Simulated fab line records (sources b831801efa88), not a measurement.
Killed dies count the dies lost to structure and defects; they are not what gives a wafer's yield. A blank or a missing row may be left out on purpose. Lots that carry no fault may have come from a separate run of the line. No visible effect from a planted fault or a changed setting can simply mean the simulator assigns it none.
Comparing a struck lot with a sound one :: flow sfq line :: 21 steps out of a route of 325
Sound: wafers L167.1, L167.4, L167.5. Struck: wafer L179.5 (L179.1, L179.3, from the same lot, were not struck and are left out); the cause is given at the end.
Per side, at each step with rows, come the tool, then ch with its chambers, and then its first start. Under that, the readings that differ: sound wafers :: struck wafers :: difference of the means :: sigmas: that difference in standard deviations of wafers without a fault.
alike: a reading whose means differ by less than 2 such deviations, as well as words and numbers matching on both sides. not compared: withheld readings; readings where some wafer has no value; bounds like >300 that might hide an equal value; numbers whose values overlap and for which the record gives no deviation.
The two part at a step that has a row with sigmas, a row that says differs or no value, or rows on one side only. When numbers do not overlap yet have no deviation, they are printed without sigmas and do not part them. Lack of a reading on every wafer of one side parts them only where that side has two or more wafers.

first, 3 steps without rows for these wafers: SFQ_TRILAYER_M2_LITHO_EXPOSE_058 (exposes mask M2, target cd 500 nm); SFQ_TRILAYER_M2_LITHO_PEB_060 (peb time 60 s); SFQ_TRILAYER_M2_LITHO_DEVELOP_059 (time 60 s).
SFQ_M2_OVL_MEAS_916:
  sound: overlay-01 at day 20 16:51; struck: overlay-02 at day 25 12:07
  alike: M2_OVL
then, 1 step without rows for these wafers: SFQ_TRILAYER_M2_BARC_OPEN_METAL_ETCH_077 (etches BARC in O2, target depth 125 nm, time 41.7 s).
SFQ_TRILAYER_M2_ETCH_METAL_ETCH_060: etches Nb in Cl2/Ar, stops on SiO2, target depth 240 nm, time 120 s.
  sound on rie metal-02 ch 0,1, day 20 16:57; struck on rie metal-02 ch 1, day 25 12:13
  alike: drypump motor current A, oes product au
  not compared: rf hours counter h
then, 2 steps without rows for these wafers: SFQ_TRILAYER_M2_STRIP_STRIP_061 (strips in O2); SFQ_TRILAYER_M2_STRIP_SOLV_CLEAN_062 (cleans in NMP, time 600 s).
SFQ_TRILAYER_I2_DEP_PECVD_063: deposits SiO2 from SiH4/N2O, time 111.11 s, target thk 500 nm.
  sound on pecvd-02 ch 1,2, day 20 17:52; struck on pecvd-04 ch 2, day 25 13:08
reading: heater power w (W)
sound: 68 67 69
struck: 99
difference: +31
sigmas: +2
  alike: throttle valve pct
SFQ_TRILAYER_I2_CMP_CMP_064: polishes SiO2.
  sound on cmp-02 ch 0,2, day 20 18:26; struck on cmp-01 ch 3, day 26 07:09
reading: time to endpoint s (s)
sound: 215 211 220
struck: 235
difference: +20
sigmas: +2
  alike: motor current A, retaining ring pressure frac
SFQ_I2_BOW_MEAS_917:
  sound: film metro-04 at day 20 20:56; struck: film metro-04 at day 26 07:39
  alike: I2_BOW
SFQ_TRILAYER_I2_METRO_MEASURE_065:
  sound: film metro-04 at day 20 21:04; struck: film metro-04 at day 26 07:46
  alike: thk nm
SFQ_TRILAYER_I2_VIA_LITHO_COAT_072: resist thk 62 nm.
  sound on litho track-01 ch 0, day 20 22:16; struck on litho track-01 ch 0, day 26 08:58
reading: model.BARC_of_TRILAYER_I2_VIA_LITHO_COAT_072.thk nm (nm)
sound: 62.05 62.02 61.73
struck: 70.49
difference: +8.56
sigmas: 
  alike: dispense pressure kPa, spin speed rpm
then, 5 steps without rows for these wafers: SFQ_TRILAYER_I2_VIA_LITHO_COAT_067 (resist thk 650 nm); SFQ_TRILAYER_I2_VIA_LITHO_SOFTBAKE_071; SFQ_TRILAYER_I2_VIA_LITHO_EXPOSE_068 (exposes mask I2, target cd 500 nm); SFQ_TRILAYER_I2_VIA_LITHO_PEB_070 (peb time 60 s); SFQ_TRILAYER_I2_VIA_LITHO_DEVELOP_069 (time 60 s).
-- the record jumps here: 3 days lie between the struck wafers' starts before and after --
SFQ_I2_OVL_MEAS_918:
  sound: overlay-02 at day 24 11:30; struck: overlay-01 at day 29 10:16
  alike: I2_OVL
SFQ_TRILAYER_I2_VIA_BARC_OPEN_VIA_ETCH_096: etches BARC in O2, target depth 125 nm, time 41.7 s.
  sound on rie diel-01 ch 0,1,3, day 24 11:32; struck on rie diel-02 ch 0, day 29 10:18
reading: oes product au (a.u.)
sound: 0.682 0.700 0.683
struck: 0.728
difference: +0.040
sigmas: +8

reading: model.etch.depth nm (nm)
sound: 62.05 62.02 61.73
struck: 70.49
difference: +8.56
sigmas: 
  alike: drypump motor current A
  not compared: rf hours counter h
SFQ_TRILAYER_I2_VIA_ETCH_VIA_ETCH_070: etches SiO2 in CHF3, stops on Nb, target depth 260 nm.
  sound on rie diel-01 ch 0,1,3, day 24 11:35; struck on rie diel-02 ch 0, day 29 10:20
  alike: drypump motor current A, oes product au

== WHERE THEY PART ==
Earliest at SFQ_TRILAYER_I2_DEP_PECVD_063; latest, in this record, at SFQ_TRILAYER_I2_VIA_BARC_OPEN_VIA_ETCH_096. Later steps at which nothing parts them and some readings are alike: SFQ_TRILAYER_I2_VIA_ETCH_VIA_ETCH_070.

WHY: the cause the simulator had injected
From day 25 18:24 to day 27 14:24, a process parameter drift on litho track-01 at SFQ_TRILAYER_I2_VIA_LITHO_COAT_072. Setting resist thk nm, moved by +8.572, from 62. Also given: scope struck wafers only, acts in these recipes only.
